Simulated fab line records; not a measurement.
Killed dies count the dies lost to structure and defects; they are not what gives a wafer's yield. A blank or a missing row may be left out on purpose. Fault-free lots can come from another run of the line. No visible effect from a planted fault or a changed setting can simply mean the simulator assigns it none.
What tool caused it? | flow sfq-line | Sampling: 14 lots, 42 wafers, 4 of 325 route steps

WHAT THE GAUGES SHOWED, per wafer
SFQ_M4_OVL_MEAS_926.
lot  | measured     | on         | M4_OVL (nm)
L673 | day 34 22:10 | overlay-02 | 1 -4 -6
L674 | day 35 05:22 | overlay-02 | 9 9 7
L675 | day 35 15:44 | overlay-02 | 10 6 13
L676 | day 36 05:32 | overlay-01 | 5 3 -2
L682 | day 38 01:04 | overlay-01 | 11 4 8
L685 | day 38 10:38 | overlay-01 | 6 3 5
L686 | day 38 15:26 | overlay-01 | -4 0 -4
L690 | day 39 17:39 | overlay-01 | 0 3 -4
L691 | day 39 21:14 | overlay-01 | -2 13 4
L692 | day 40 11:44 | overlay-01 | 13 9 13
L693 | day 40 16:32 | overlay-02 | 6 9 1
L694 | day 40 18:56 | overlay-02 | 1 -3 0
L695 | day 40 22:32 | overlay-02 | 2 7 -2
L696 | day 41 05:17 | overlay-01 | -2 -7 -4

SFQ_JJ_RS_MEAS_929: measurement is done with a four-point probe.
lot  | measured     | on            | JJ_NB_RS (ohm/sq)
L673 | day 40 20:29 | film-metro-01 | 1.047 1.044 1.065
L674 | day 41 08:41 | film-metro-04 | 1.044 1.057 1.049
L675 | day 41 23:59 | film-metro-04 | 1.035 1.034 1.027
L676 | day 42 16:40 | film-metro-04 | 1.059 1.033 1.060
L682 | day 44 17:43 | film-metro-01 | 1.006 1.017 1.024
L685 | day 45 08:38 | film-metro-01 | 1.028 1.009 1.011
L686 | day 45 11:03 | film-metro-01 | 1.014 1.037 1.036
L690 | day 47 02:50 | film-metro-01 | 1.061 1.070 1.069
L691 | day 47 12:31 | film-metro-02 | 1.049 1.048 1.057
L692 | day 48 13:43 | film-metro-04 | 1.042 1.047 1.056
L693 | day 48 19:31 | film-metro-01 | 1.069 1.060 1.048
L694 | day 49 02:41 | film-metro-02 | 1.046 1.040 1.034
L695 | day 49 06:19 | film-metro-01 | 1.076 1.076 1.072
L696 | day 49 12:17 | film-metro-01 | 1.055 1.034 1.060

TOOL THAT RAN EACH LOT (tool first, then ch and the chambers of the sampled wafers, then the start)
lot  | SFQ_TRILAYER_M4_STRIP_STRIP_097   | SFQ_TRILAYER_JJ_TRILAYER_DEP_SPUTTER_112
L673 | rie-metal-03 ch 0,1, day 34 22:23 | pvd-sputter-04, day 40 20:25
L674 | rie-metal-02 ch 0,1, day 35 05:35 | pvd-sputter-03, day 41 08:37
L675 | rie-metal-03 ch 0,1, day 35 15:57 | pvd-sputter-06, day 41 23:48
L676 | rie-metal-02 ch 0,1, day 36 05:45 | pvd-sputter-03, day 42 16:35
L682 | rie-metal-02 ch 1, day 38 02:02   | pvd-sputter-04, day 44 17:34
L685 | rie-metal-04 ch 0,1, day 38 10:52 | pvd-sputter-04, day 45 08:33
L686 | rie-metal-03 ch 0,1, day 38 15:40 | pvd-sputter-03, day 45 10:58
L690 | rie-metal-03 ch 0,1, day 39 18:04 | pvd-sputter-06, day 47 02:43
L691 | rie-metal-04 ch 0,1, day 39 21:28 | pvd-sputter-06, day 47 12:26
L692 | rie-metal-02 ch 0,1, day 40 11:58 | pvd-sputter-04, day 48 13:37
L693 | rie-metal-02 ch 0,1, day 40 16:46 | pvd-sputter-03, day 48 19:25
L694 | rie-metal-02 ch 0,1, day 40 19:10 | pvd-sputter-04, day 49 02:37
L695 | rie-metal-03 ch 1, day 40 22:46   | pvd-sputter-06, day 49 06:13
L696 | rie-metal-02 ch 0,1, day 41 05:31 | pvd-sputter-04, day 49 12:13
- SFQ_TRILAYER_M4_STRIP_STRIP_097: strips in O2.
- SFQ_TRILAYER_JJ_TRILAYER_DEP_SPUTTER_112: material Nb, target thk 170 nm, time 113.3 s.

AS READ BY THE TOOLS THEMSELVES (means over the sampled wafers that have a number; for cases with no such wafer, the mark the record gives instead)
SFQ_TRILAYER_M4_STRIP_STRIP_097.
lot  | tool         | chamber-pressure-mTorr (mTorr) | drypump-motor-current-A (A) | oes-product-au (a.u.)
L673 | rie-metal-03 | 49.99                          | 5.4                         | 0.997
L674 | rie-metal-02 | 50.00                          | 5.8                         | 0.996
L675 | rie-metal-03 | 49.99                          | 5.4                         | 0.999
L676 | rie-metal-02 | 50.05                          | 5.9                         | 0.999
L682 | rie-metal-02 | 50.02                          | 5.9                         | 0.998
L685 | rie-metal-04 | 50.04                          | 5.0                         | 1.014
L686 | rie-metal-03 | 49.98                          | 5.4                         | 1.005
L690 | rie-metal-03 | 50.04                          | 5.3                         | 0.999
L691 | rie-metal-04 | 49.98                          | 5.0                         | 1.013
L692 | rie-metal-02 | 50.01                          | 5.9                         | 1.000
L693 | rie-metal-02 | 50.00                          | 5.8                         | 0.997
L694 | rie-metal-02 | 49.99                          | 5.9                         | 0.996
L695 | rie-metal-03 | 49.97                          | 5.4                         | 1.009
L696 | rie-metal-02 | 50.00                          | 5.8                         | 1.002

SFQ_TRILAYER_JJ_TRILAYER_DEP_SPUTTER_112.
lot  | tool           | throttle-valve-pct (%)
L673 | pvd-sputter-04 | 31.0
L674 | pvd-sputter-03 | 29.7
L675 | pvd-sputter-06 | 29.6
L676 | pvd-sputter-03 | 30.4
L682 | pvd-sputter-04 | 31.3
L685 | pvd-sputter-04 | 31.2
L686 | pvd-sputter-03 | 30.5
L690 | pvd-sputter-06 | 29.4
L691 | pvd-sputter-06 | 29.5
L692 | pvd-sputter-04 | 30.8
L693 | pvd-sputter-03 | 29.8
L694 | pvd-sputter-04 | 30.5
L695 | pvd-sputter-06 | 29.4
L696 | pvd-sputter-04 | 30.9

THE ANSWER, worked out from the rows above alone
Rule: usual is defined by the lots themselves. The widest of any qualifying gaps counts: lots, ordered by their means at a reading, are off when they make up no more than a third of the lots, leave a main group of 4 or more, and stand apart from it by 3 or more times the standard deviation of that group's means. A main group whose means are all the same, to the digits that the tables above print for the reading, isn't used. A lot without any number at a reading at which 4 lots or more have one is off too. The other lots that the step has rows for count as sound. The gauges are gone through in route order, then the tools' own readings, and for those a lot's mean is taken as printed above. The first step at which some lot is off is used, and at that step the reading that is off furthest; a lot without a number counts as furthest.
None of the lots is off at any reading shown; this tells nothing.

WHAT THE SIMULATOR PUT IN
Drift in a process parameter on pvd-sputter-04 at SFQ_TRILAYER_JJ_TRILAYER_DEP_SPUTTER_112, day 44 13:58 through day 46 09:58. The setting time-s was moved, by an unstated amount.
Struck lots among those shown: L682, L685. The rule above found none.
